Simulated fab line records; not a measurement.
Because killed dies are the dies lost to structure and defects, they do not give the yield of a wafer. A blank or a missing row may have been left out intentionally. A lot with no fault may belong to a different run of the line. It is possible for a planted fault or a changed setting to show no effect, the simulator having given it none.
fab line records    flow sky130    part 1 of 2: steps 1 to 25 of 38
[record] lots = 5  wafers = 15  last_day = 50
route steps=708 shown CONTACT@433 METAL1@434 VIA1@458
lots untouched by any fault: they come from a run of this same line in which no faults occurred
start_h: hours from the record's first day to the start of the lot's first wafer shown    wait_h: hours from the lot's prior step to this one    " repeats the value in the row above    L1.1+2: several wafers, shown together as one row    - either no value or no given start    * or withheld: withheld    < > ~ a bound
route shown NAME@n: NAME is a module with steps in the file, n the number in the route of the first one    usual: mean/standard deviation of fault-free wafers    same: alike in all rows    chamber/n: place in a boat    sites: readings site by site    _std_site: how widely they spread, as a standard deviation    _edge_site: outer sites' mean less inner sites'    radius_mm: for every site, how far away it sits from the centre of the wafer    mask NAME#n: copy n    behind: the last tool/chamber to shape the wafer    hold: cause of the lot's hold/its duration in hours/its outcome    device: names the non-switching transistor (n, p or np)    end of line: tests of these same wafers at the route's end    a step with no rows: only its recipe    killed: not the wafer's yield, but the dies lost to structure and defects at the first sort    map: shows each die of a wafer: x if killed, . if not, _ if none is there
set.NAME: the setting that was run; set.NAME@STEP: the one run at that earlier step    model.NAME: the simulator's own value behind a step, which no gauge read
lots at selected steps of the route; one table per step, one row per wafer
services: from which hour (start_h, from the record's first day; less than 0 if before it) a tool's chamber was out of use, for how many hours, and why
[[steps]]
[step SKY_CONTACT_CMP_27]
[recipe] stop_on = SiO2  t_overpolish_s = 15  down_force_psi = 3.5  platen_rpm = 60  target_thk_nm = 0  pad_velocity_m_s = 0.94248
[usual] motor_current_A = 10.9/0.86  overpolish_run_s = 15.000/0.0084  time_to_endpoint_s = 85/3.7
lot.wafer  tool    chamber  start_h  wait_h  motor_current_A  overpolish_run_s  time_to_endpoint_s
L079.3     cmp-01  0        776.05   0.0     11.3             15.012            78
L079.6     "       0        "        "       11.8             15.002            79
L079.5     "       1        "        "       9.8              14.994            88
L080.2     cmp-01  2        780.21   0.1     9.7              14.999            83
L080.1     "       0        "        "       11.1             15.000            83
L080.5     "       2        "        "       10.3             15.001            82
L088.3     cmp-01  0        840.00   0.0     10.8             14.998            88
L088.2     "       1        "        "       9.9              14.996            92
L088.5     "       1        "        "       9.4              14.996            94
L093.3     cmp-02  1        880.97   0.0     10.9             14.998            85
L093.2     "       3        "        "       11.1             15.007            85
L093.6     "       2        "        "       10.2             15.004            85
L095.1     cmp-01  3        893.79   0.1     11.4             14.991            85
L095.4     "       2        "        "       10.0             15.009            87
L095.6     "       0        "        "       11.2             15.006            87
[step SKY_METAL1_SPUTTER_00]
[recipe] material = Ti  target_thk_nm = 15  power_w = 3000  time_s = 10  chamber_pressure_pa = 0.4
[usual] throttle_valve_pct = 30.6/0.67
lot.wafer  tool            chamber  start_h  wait_h  throttle_valve_pct
L079.3     pvd_sputter-02  -        776.35   0.2     30.9
L079.5     "               -        "        "       31.1
L079.6     "               -        "        "       29.1
L080.1     pvd_sputter-03  -        780.46   0.1     30.8
L080.2     "               -        "        "       30.1
L080.5     "               -        "        "       31.0
L088.2     pvd_sputter-02  -        840.30   0.2     28.9
L088.3     "               -        "        "       30.6
L088.5     "               -        "        "       29.2
L093.2     pvd_sputter-03  -        881.27   0.1     30.6
L093.3     "               -        "        "       30.3
L093.6     "               -        "        "       30.3
L095.1     pvd_sputter-02  -        894.09   0.2     30.9
L095.4     "               -        "        "       31.0
L095.6     "               -        "        "       30.6
[step SKY_METAL1_SPUTTER_01]
[recipe] material = TiN  target_thk_nm = 20  power_w = 6500  time_s = 16.7  chamber_pressure_pa = 0.4
[usual] throttle_valve_pct = 30.6/0.71
lot.wafer  tool            chamber  start_h  wait_h  throttle_valve_pct
L079.3     pvd_sputter-02  -        776.37   0.0     30.8
L079.5     "               -        "        "       31.1
L079.6     "               -        "        "       28.7
L080.1     pvd_sputter-03  -        780.48   0.0     30.4
L080.2     "               -        "        "       30.5
L080.5     "               -        "        "       31.0
L088.2     pvd_sputter-02  -        840.32   0.0     28.8
L088.3     "               -        "        "       30.6
L088.5     "               -        "        "       29.0
L093.2     pvd_sputter-03  -        881.29   0.0     30.6
L093.3     "               -        "        "       30.3
L093.6     "               -        "        "       30.3
L095.1     pvd_sputter-02  -        894.12   0.0     30.8
L095.4     "               -        "        "       30.8
L095.6     "               -        "        "       30.4
[step SKY_METAL1_SPUTTER_02]
[recipe] material = AlCu  target_thk_nm = 250  power_w = 10600  time_s = 13.3  chamber_pressure_pa = 0.4
[usual] throttle_valve_pct = 30.6/0.66
lot.wafer  tool            chamber  start_h  wait_h  throttle_valve_pct
L079.3     pvd_sputter-02  -        776.39   0.0     31.1
L079.5     "               -        "        "       30.9
L079.6     "               -        "        "       29.2
L080.1     pvd_sputter-03  -        780.51   0.0     30.7
L080.2     "               -        "        "       30.5
L080.5     "               -        "        "       30.9
L088.2     pvd_sputter-02  -        840.35   0.0     28.9
L088.3     "               -        "        "       30.4
L088.5     "               -        "        "       29.3
L093.2     pvd_sputter-03  -        881.31   0.0     30.9
L093.3     "               -        "        "       30.1
L093.6     "               -        "        "       30.4
L095.1     pvd_sputter-02  -        894.14   0.0     30.7
L095.4     "               -        "        "       31.0
L095.6     "               -        "        "       30.6
[step SKY_METAL1_SPUTTER_03]
[recipe] material = Ti  target_thk_nm = 5  power_w = 3000  time_s = 3.3  chamber_pressure_pa = 0.4
[usual] throttle_valve_pct = 30.6/0.67
lot.wafer  tool            chamber  start_h  wait_h  throttle_valve_pct
L079.3     pvd_sputter-02  -        776.42   0.0     31.1
L079.5     "               -        "        "       31.1
L079.6     "               -        "        "       29.1
L080.1     pvd_sputter-03  -        780.53   0.0     30.9
L080.2     "               -        "        "       30.2
L080.5     "               -        "        "       31.0
L088.2     pvd_sputter-02  -        840.37   0.0     29.0
L088.3     "               -        "        "       30.4
L088.5     "               -        "        "       29.2
L093.2     pvd_sputter-03  -        881.34   0.0     30.6
L093.3     "               -        "        "       30.4
L093.6     "               -        "        "       30.6
L095.1     pvd_sputter-02  -        894.17   0.0     30.5
L095.4     "               -        "        "       30.9
L095.6     "               -        "        "       30.7
[step SKY_METAL1_SPUTTER_04]
[recipe] material = TiN  target_thk_nm = 70  power_w = 6500  time_s = 58.3  chamber_pressure_pa = 0.4
[usual] throttle_valve_pct = 30.6/0.68
lot.wafer  tool            chamber  start_h  wait_h  throttle_valve_pct
L079.3     pvd_sputter-02  -        776.44   0.0     31.2
L079.5     "               -        "        "       30.9
L079.6     "               -        "        "       28.8
L080.1     pvd_sputter-03  -        780.55   0.0     30.7
L080.2     "               -        "        "       30.3
L080.5     "               -        "        "       31.1
L088.2     pvd_sputter-02  -        840.39   0.0     29.0
L088.3     "               -        "        "       30.4
L088.5     "               -        "        "       29.1
L093.2     pvd_sputter-03  -        881.36   0.0     31.0
L093.3     "               -        "        "       30.4
L093.6     "               -        "        "       30.5
L095.1     pvd_sputter-02  -        894.19   0.0     30.7
L095.4     "               -        "        "       31.0
L095.6     "               -        "        "       30.6
[step SKY_METAL1_RS_MEAS_05]
[recipe] thk_meas_gauge = four-point-probe  reads = TiN_of_METAL1_SPUTTER_04+Ti_of_METAL1_SPUTTER_03+AlCu_of_METAL1_SPUTTER_02+TiN_of_METAL1_SPUTTER_01+Ti_of_METAL1_SPUTTER_00
[usual] METAL1_ALCU_RS = 0.1271/0.0011
lot.wafer  tool           chamber  start_h  wait_h  METAL1_ALCU_RS[ohm/sq]
L079.3     film_metro-04  -        776.53   0.1     0.1266
L079.5     "              -        "        "       0.1266
L079.6     "              -        "        "       0.1267
L080.1     film_metro-02  -        780.60   0.0     0.1270
L080.2     "              -        "        "       0.1263
L080.5     "              -        "        "       0.1280
L088.2     film_metro-04  -        840.46   0.0     0.1276
L088.3     "              -        "        "       0.1276
L088.5     "              -        "        "       0.1277
L093.2     film_metro-04  -        881.43   0.0     0.1260
L093.3     "              -        "        "       0.1263
L093.6     "              -        "        "       0.1271
L095.1     film_metro-04  -        894.23   0.0     0.1266
L095.4     "              -        "        "       0.1278
L095.6     "              -        "        "       0.1265
[step SKY_METAL1_THK_MEAS_06]
[recipe] thk_meas_gauge = xrf  reads = AlCu_of_METAL1_SPUTTER_02
[usual] METAL1_ALCU_THK = 251.2/2.2
lot.wafer  tool           chamber  start_h  wait_h  METAL1_ALCU_THK[nm]
L079.3     film_metro-04  -        776.63   0.1     252.4
L079.5     "              -        "        "       252.8
L079.6     "              -        "        "       253.1
L080.1     film_metro-02  -        780.72   0.1     254.5
L080.2     "              -        "        "       253.7
L080.5     "              -        "        "       251.4
L088.2     film_metro-04  -        840.57   0.1     250.3
L088.3     "              -        "        "       249.5
L088.5     "              -        "        "       250.5
L093.2     film_metro-04  -        881.54   0.1     252.0
L093.3     "              -        "        "       251.5
L093.6     "              -        "        "       250.7
L095.1     film_metro-04  -        894.35   0.1     249.2
L095.4     "              -        "        "       249.1
L095.6     "              -        "        "       251.6
[step SKY_METAL1_DEHYDRATE_07]
[recipe] temp_c = 200  time_s = 60
lot.wafer   tool            chamber  start_h  wait_h
L079.3+5+6  litho_track-01  0        789.20   12.6
L080.1+2+5  litho_track-04  0        793.32   12.6
L088.2+3+5  litho_track-03  0        853.00   12.4
L093.2+3+6  litho_track-03  0        893.81   12.3
L095.1+4+6  litho_track-04  0        906.22   11.9
[step SKY_METAL1_HMDS_08]
[recipe] prime_time_s = 60  prime_temp_c = 120
[same] prime_time_s = 60
lot.wafer   tool            chamber  start_h  wait_h
L079.3+5+6  litho_track-01  0        789.35   0.1
L080.1+2+5  litho_track-04  0        793.47   0.1
L088.2+3+5  litho_track-03  0        853.15   0.1
L093.2+3+6  litho_track-03  0        893.96   0.1
L095.1+4+6  litho_track-04  0        906.37   0.1
[step SKY_METAL1_COAT_09]
[recipe] resist = BARC  temp_c = withheld  time_s = withheld  spin_rpm = 3000  resist_thk_nm = 60
[usual] dispense_pressure_kPa = 47.1/2.4
lot.wafer  tool            chamber  start_h  wait_h  dispense_pressure_kPa
L079.3     litho_track-01  0        789.50   0.1     46.1
L079.5     "               0        "        "       46.1
L079.6     "               0        "        "       46.2
L080.1     litho_track-04  0        793.62   0.1     49.1
L080.2     "               0        "        "       49.1
L080.5     "               0        "        "       49.1
L088.2     litho_track-03  0        853.30   0.1     43.7
L088.3     "               0        "        "       43.8
L088.5     "               0        "        "       43.8
L093.2     litho_track-03  0        894.11   0.1     43.8
L093.3     "               0        "        "       43.8
L093.6     "               0        "        "       43.8
L095.1     litho_track-04  0        906.52   0.1     49.2
L095.4     "               0        "        "       49.2
L095.6     "               0        "        "       49.2
[step SKY_METAL1_COAT_10]
[recipe] resist = KrF-thick  spin_rpm = 3000  resist_thk_nm = 450
[usual] dispense_pressure_kPa = 47.1/2.4
lot.wafer  tool            chamber  start_h  wait_h  dispense_pressure_kPa
L079.3     litho_track-01  0        -        -       46.2
L079.5     "               0        "        "       46.2
L079.6     "               0        "        "       46.2
L080.1     litho_track-04  0        -        -       49.2
L080.2     "               0        "        "       49.2
L080.5     "               0        "        "       49.2
L088.2     litho_track-03  0        -        -       43.8
L088.3     "               0        "        "       43.8
L088.5     "               0        "        "       43.8
L093.2     litho_track-03  0        -        -       43.8
L093.3     "               0        "        "       43.8
L093.6     "               0        "        "       43.8
L095.1     litho_track-04  0        -        -       49.2
L095.4     "               0        "        "       49.2
L095.6     "               0        "        "       49.2
[step SKY_METAL1_SOFTBAKE_11]
[recipe] temp_c = 100  time_s = 90  resist = KrF-thick
lot.wafer   tool            chamber  start_h  wait_h
L079.3+5+6  litho_track-01  0        -        -
L080.1+2+5  litho_track-04  0        -        -
L088.2+3+5  litho_track-03  0        -        -
L093.2+3+6  litho_track-03  0        -        -
L095.1+4+6  litho_track-04  0        -        -
[step SKY_METAL1_EXPOSE_12]
[recipe] mask_id = MM1  na = 0.8  source_shape = annular  sigma_inner = 0.55  sigma_outer = 0.85  target_cd_nm = 140  dose_mj = 28
[usual] reticle_temp_C = 23.02/0.1
lot.wafer  tool            chamber  start_h  wait_h  mask   reticle_temp_C
L079.3     krf_scanner-02  0        -        -       MM1#0  23.05
L079.5     "               0        "        "       MM1#0  22.98
L079.6     "               0        "        "       MM1#0  23.23
L080.1     krf_scanner-01  0        -        -       MM1#0  23.09
L080.2     "               0        "        "       MM1#0  23.05
L080.5     "               0        "        "       MM1#0  23.09
L088.2     krf_scanner-01  0        -        -       MM1#0  23.04
L088.3     "               0        "        "       MM1#0  23.15
L088.5     "               0        "        "       MM1#0  23.08
L093.2     krf_scanner-01  0        -        -       MM1#0  23.03
L093.3     "               0        "        "       MM1#0  23.08
L093.6     "               0        "        "       MM1#0  23.13
L095.1     krf_scanner-01  0        -        -       MM1#0  23.08
L095.4     "               0        "        "       MM1#0  23.05
L095.6     "               0        "        "       MM1#0  23.00
[step SKY_METAL1_PEB_13]
[recipe] peb_temp_c = withheld  peb_time_s = withheld  resist = KrF-thick
lot.wafer   tool            chamber  start_h  wait_h
L079.3+5+6  litho_track-01  0        -        -
L080.1+2+5  litho_track-04  0        -        -
L088.2+3+5  litho_track-01  0        -        -
L093.2+3+6  litho_track-03  0        -        -
L095.1+4+6  litho_track-01  0        -        -
[step SKY_METAL1_DEVELOP_14]
[recipe] develop_time_s = 60  resist = KrF-thick  dev_temp_c = 21
[same] develop_time_s = 60
lot.wafer   tool            chamber  start_h  wait_h
L079.3+5+6  litho_track-01  0        -        -
L080.1+2+5  litho_track-04  0        -        -
L088.2+3+5  litho_track-01  0        -        -
L093.2+3+6  litho_track-03  0        -        -
L095.1+4+6  litho_track-01  0        -        -
[step SKY_METAL1_CD_MEAS_15]
[recipe] target_cd_nm = 140
[usual] cd_nm = 140.0/1.6
lot.wafer  tool       chamber  start_h  wait_h  cd_nm
L079.3     cd_sem-02  -        803.34   -       138.0
L079.5     "          -        "        "       138.2
L079.6     "          -        "        "       138.3
L080.1     cd_sem-02  -        807.37   -       140.7
L080.2     "          -        "        "       138.5
L080.5     "          -        "        "       139.8
L088.2     cd_sem-02  -        866.98   -       138.3
L088.3     "          -        "        "       138.9
L088.5     "          -        "        "       138.7
L093.2     cd_sem-01  -        906.90   -       140.7
L093.3     "          -        "        "       140.6
L093.6     "          -        "        "       140.8
L095.1     cd_sem-01  -        919.31   -       139.3
L095.4     "          -        "        "       140.0
L095.6     "          -        "        "       140.5
[step SKY_METAL1_OVL_MEAS_16]
[usual] METAL1_OVL = 3/5.5
lot.wafer  tool        chamber  start_h  wait_h  METAL1_OVL[nm]
L079.3     overlay-01  -        803.44   0.1     -3
L079.5     "           -        "        "       -4
L079.6     "           -        "        "       -1
L080.1     overlay-02  -        807.49   0.1     5
L080.2     "           -        "        "       7
L080.5     "           -        "        "       6
L088.2     overlay-02  -        867.08   0.1     1
L088.3     "           -        "        "       5
L088.5     "           -        "        "       9
L093.2     overlay-01  -        907.01   0.1     -2
L093.3     "           -        "        "       1
L093.6     "           -        "        "       2
L095.1     overlay-01  -        919.43   0.1     4
L095.4     "           -        "        "       1
L095.6     "           -        "        "       -3
[step SKY_METAL1_DESCUM_17]
[recipe] chemistry = O2  source_power_w = 150  bias_power_w = 0  pressure_mtorr = 10  temp_c = 40  time_s = 8
[usual] drypump_motor_current_A = 5.6/0.38  he_backside_leak_sccm = 3.32/0.2  oes_product_au = 1.006/0.01  rf_fwd_power_W = 147.3/0.79
lot.wafer  tool          chamber  start_h  wait_h  drypump_motor_current_A  he_backside_leak_sccm  oes_product_au  rf_fwd_power_W  rf_hours_counter_h
L079.3     rie_metal-04  0        803.48   0.0     5.2                      3.31                   1.021           145.9           -
L079.5     "             0        "        "       5.2                      3.39                   1.027           146.6           -
L079.6     "             0        "        "       5.2                      3.50                   1.019           147.1           -
L080.1     rie_metal-01  1        807.53   0.0     5.6                      3.55                   1.011           146.0           6
L080.2     "             0        "        "       5.4                      3.54                   1.011           147.8           12
L080.5     "             1        "        "       5.6                      3.59                   1.020           146.3           -
L088.2     rie_metal-04  1        867.11   0.0     6.4                      3.32                   1.000           148.0           2
L088.3     "             0        "        "       5.2                      3.42                   1.012           146.7           -
L088.5     "             1        "        "       6.3                      3.20                   1.001           147.8           -
L093.2     rie_metal-04  1        907.04   0.0     6.3                      3.10                   1.008           147.5           4
L093.3     "             0        "        "       5.2                      3.34                   1.014           146.8           -
L093.6     "             0        "        "       5.2                      3.43                   1.010           147.4           -
L095.1     rie_metal-03  1        919.46   0.0     5.9                      3.27                   0.993           147.3           14
L095.4     "             0        "        "       5.3                      3.22                   1.013           148.1           -
L095.6     "             0        "        "       5.3                      3.13                   0.994           147.1           -
[step SKY_METAL1_ETCH_18]
[recipe] chemistry = N2/H2  target = BARC  ion_energy_ev = 200  bias_w = 100  pressure_mtorr = 30  n2_flow_sccm = 100  h2_flow_sccm = 200  icp_w = 500  stop_on = SiO2  time_s = 45.9  target_depth_a = 600
[usual] drypump_motor_current_A = 5.6/0.38  he_backside_leak_sccm = 3.27/0.18  oes_product_au = 0.855/0.004  rf_fwd_power_W = 495.4/1.7  throttle_valve_pct = 13.224/0.009
lot.wafer  tool          chamber  start_h  wait_h  drypump_motor_current_A  he_backside_leak_sccm  oes_product_au  rf_fwd_power_W  rf_hours_counter_h  throttle_valve_pct
L079.3     rie_metal-04  0        803.57   0.1     5.3                      3.25                   0.863           492.9           -                   13.203
L079.5     "             0        "        "       5.3                      3.15                   0.850           493.2           -                   13.229
L079.6     "             0        "        "       5.2                      3.31                   0.852           494.6           -                   13.214
L080.1     rie_metal-01  1        807.56   0.0     5.6                      3.42                   0.857           496.0           6                   13.218
L080.2     "             0        "        "       5.4                      3.25                   0.844           497.1           12                  13.225
L080.5     "             1        "        "       5.6                      4.28                   0.858           495.3           -                   13.227
L088.2     rie_metal-04  1        867.14   0.0     6.3                      3.12                   0.852           494.9           2                   13.241
L088.3     "             0        "        "       5.2                      3.30                   0.855           495.9           -                   13.233
L088.5     "             1        "        "       6.3                      3.33                   0.860           495.8           -                   13.212
L093.2     rie_metal-04  1        907.07   0.0     6.2                      3.36                   0.859           500.0           4                   13.215
L093.3     "             0        "        "       5.3                      3.34                   0.853           493.6           -                   13.231
L093.6     "             0        "        "       5.3                      3.42                   0.861           495.0           -                   13.238
L095.1     rie_metal-03  1        919.49   0.0     5.9                      3.22                   0.851           490.4           14                  13.215
L095.4     "             0        "        "       5.3                      3.09                   0.853           496.2           -                   13.222
L095.6     "             0        "        "       5.3                      3.08                   0.859           494.3           -                   13.223
[step SKY_METAL1_METAL_ETCH_19]
[recipe] target_depth_a = 3600  stop_on = SiO2  over_etch_frac = 0.3  time_s = 76.26  chemistry = Cl2/BCl3  resist_sidewall_deg = 88  pressure_mtorr = 10  icp_w = 900  bias_w = 48.5  Cl2_flow_sccm = 60  bcl3_flow_sccm = 30
[usual] bcl3_flow_sccm = 29.98/0.082  drypump_motor_current_A = 5.6/0.39  he_backside_leak_sccm = 3.32/0.24  oes_product_au = 0.864/0.0053  rf_fwd_power_W = 894.3/2.5  throttle_valve_pct = 22.264/0.0088
lot.wafer  tool          chamber  start_h  wait_h  bcl3_flow_sccm  drypump_motor_current_A  he_backside_leak_sccm  oes_product_au  rf_fwd_power_W  rf_hours_counter_h  throttle_valve_pct
L079.3     rie_metal-04  0        803.71   0.1     29.92           5.2                      3.46                   0.862           898.8           -                   22.251
L079.5     "             0        "        "       29.98           5.2                      3.38                   0.859           896.0           -                   22.269
L079.6     "             0        "        "       30.00           5.2                      3.43                   0.865           895.4           -                   22.258
L080.1     rie_metal-01  1        807.62   0.0     30.05           5.6                      3.39                   0.863           894.2           6                   22.272
L080.2     "             0        "        "       30.06           5.4                      3.25                   0.860           897.3           12                  22.262
L080.5     "             1        "        "       30.05           5.6                      3.44                   0.860           893.7           -                   22.268
L088.2     rie_metal-04  1        867.21   0.0     29.91           6.3                      3.12                   0.864           898.1           2                   22.267
L088.3     "             0        "        "       29.89           5.2                      3.28                   0.858           895.3           -                   22.268
L088.5     "             1        "        "       29.99           6.3                      3.25                   0.871           895.7           -                   22.270
L093.2     rie_metal-04  1        907.13   0.0     29.91           6.3                      3.01                   0.871           897.0           4                   22.267
L093.3     "             0        "        "       30.10           5.3                      3.54                   0.874           890.9           -                   22.274
L093.6     "             0        "        "       30.09           5.3                      3.36                   0.860           891.1           -                   22.259
L095.1     rie_metal-03  1        919.56   0.0     29.98           5.9                      3.37                   0.867           896.5           14                  22.269
L095.4     "             0        "        "       29.92           5.3                      3.11                   0.862           895.4           -                   22.270
L095.6     "             0        "        "       30.10           5.3                      2.94                   0.872           893.3           -                   22.254
[step SKY_METAL1_STRIP_20]
[recipe] chemistry = O2/N2  power_w = 1400  pressure_mtorr = 1500  platen_temp_c = withheld  o2_flow_sccm = 3000  n2_flow_sccm = 300  overash_fraction = 0.5
[usual] drypump_motor_current_A = 5.9/0.57  o2_flow_sccm = 3001/9.2  oes_product_au = 0.343/0.0052  strip_time_to_endpoint_s = 2.73/0.051
lot.wafer  tool             chamber  start_h  wait_h  drypump_motor_current_A  o2_flow_sccm  oes_product_au  rf_hours_counter_h  strip_time_to_endpoint_s
L079.3     plasma_asher-03  1        803.86   0.1     6.2                      3008          0.342           -                   2.66
L079.5     "                0        "        "       6.0                      2989          0.345           -                   2.67
L079.6     "                1        "        "       6.2                      2995          0.337           -                   2.66
L080.1     plasma_asher-04  0        807.71   0.1     6.4                      2994          0.345           36                  2.69
L080.2     "                1        "        "       6.6                      3008          0.339           36                  2.68
L080.5     "                0        "        "       6.4                      2991          0.338           -                   2.71
L088.2     plasma_asher-02  1        867.30   0.1     5.6                      2980          0.345           108                 2.74
L088.3     "                1        "        "       5.6                      3009          0.352           -                   2.74
L088.5     "                1        "        "       5.6                      3014          0.344           -                   2.79
L093.2     plasma_asher-03  0        907.22   0.1     6.0                      3021          0.350           79                  2.77
L093.3     "                1        "        "       6.2                      3009          0.344           -                   2.73
L093.6     "                1        "        "       6.2                      3004          0.349           -                   2.71
L095.1     plasma_asher-02  0        919.65   0.1     5.0                      3007          0.344           114                 2.80
L095.4     "                0        "        "       5.0                      3006          0.341           -                   2.71
L095.6     "                0        "        "       5.0                      2994          0.340           -                   2.73
[step SKY_METAL1_STRIP_21]
[recipe] chemistry = post_etch_residue_remover  time_s = 1200  temp_c = 72.5
lot.wafer   tool          chamber  start_h  wait_h
L079.3+5+6  wet_bench-03  1        803.93   0.0
L080.1+2+5  wet_bench-02  2        807.86   0.1
L088.2+3+5  wet_bench-02  2        867.40   0.1
L093.2+3+6  wet_bench-03  3        907.32   0.1
L095.1+4+6  wet_bench-03  2        919.75   0.1
[step SKY_METAL1_CLEAN_22]
[recipe] chemistry = IPA  time_s = 180  temp_c = 25
lot.wafer   tool          chamber  start_h  wait_h
L079.3+5+6  wet_bench-01  2        804.30   0.0
L080.1+2+5  wet_bench-01  0        808.20   0.0
L088.2+3+5  wet_bench-03  1        867.74   0.0
L093.2+3+6  wet_bench-02  0        907.66   0.0
L095.1+4+6  wet_bench-01  0        920.09   0.0
[step SKY_METAL1_CLEAN_23]
[recipe] chemistry = O3/DIW  dry = n2_spin
lot.wafer   tool          chamber  start_h  wait_h
L079.3+5+6  wet_bench-03  0        804.36   0.0
L080.1+2+5  wet_bench-03  2        808.27   0.0
L088.2+3+5  wet_bench-01  3        867.80   0.0
L093.2+3+6  wet_bench-03  0        907.73   0.0
L095.1+4+6  wet_bench-02  0        920.15   0.0
